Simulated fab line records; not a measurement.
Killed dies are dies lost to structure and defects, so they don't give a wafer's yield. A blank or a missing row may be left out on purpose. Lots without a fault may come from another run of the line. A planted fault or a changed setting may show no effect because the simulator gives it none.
A single fault, viewed from 2 desks :: flow sky130 :: every desk sees just its own numbers, and what lay behind them comes last

== FOR THE TOOL OWNER'S DESK: rieDiel-01 ==
The tool's own readings at SKY_VIA3_ETCH_14 (etches BARC in N2/H2, stops on SiO2, time 45.9 s, target depth 60 nm): means of the sampled wafers that have a number, for each lot that ran on this tool. A lot is out of limits, marked OUT, if its mean lies more than 4 standard deviations from the usual mean; the brackets give that distance.
Columns: A = chamberPressureMTorr at SKY_VIA3_ETCH_14, usual 29.996 mTorr; B = drypumpMotorCurrentA at SKY_VIA3_ETCH_14, usual 5.8 A; C = oesProductAu at SKY_VIA3_ETCH_14, usual 0.855 a.u.; D = throttleValvePct at SKY_VIA3_ETCH_14, usual 13.225 %
lot: L532
first seen here: day 41 14:47
A: 29.988
B: 5.5
C: 0.858
D: 13.226

lot: L539
first seen here: day 44 22:34
A: 29.964
B: 5.9
C: 0.838
D: 13.223
This desk's finding: nothing out of limits on any of the 2 lots.

== METROLOGY DESK ==
What the gauges read for every lot (on any tool): the sampled wafers with a number, averaged. A lot is out of limits, marked OUT, if its mean lies more than 4 standard deviations from the usual mean; the brackets give that distance.
Columns: A = cdNm at SKY_METAL3_CD_MEAS_13, usual 299.8 nm
lot: L527
first seen here: day 38 08:23
A: 300.3

lot: L529
first seen here: day 40 01:28
A: 298.9

lot: L532
first seen here: day 40 13:00
A: 300.8

lot: L533
first seen here: day 41 04:35
A: 300.2

lot: L539
first seen here: day 43 23:29
A: 299.1

lot: L544
first seen here: day 44 05:05
A: 302.2

lot: L547
first seen here: day 45 12:07
A: 301.9

lot: L548
first seen here: day 45 15:13
A: 302.1

lot: L549
first seen here: day 45 18:34
A: 299.1
This desk's finding: nothing out of limits on any of the 9 lots.

== TAKEN TOGETHER ==
The tool owner's desk saw nothing out of limits.
From the metrology desk's view, nothing was out of limits.

== WHAT WAS PUT IN BY THE SIMULATOR ==
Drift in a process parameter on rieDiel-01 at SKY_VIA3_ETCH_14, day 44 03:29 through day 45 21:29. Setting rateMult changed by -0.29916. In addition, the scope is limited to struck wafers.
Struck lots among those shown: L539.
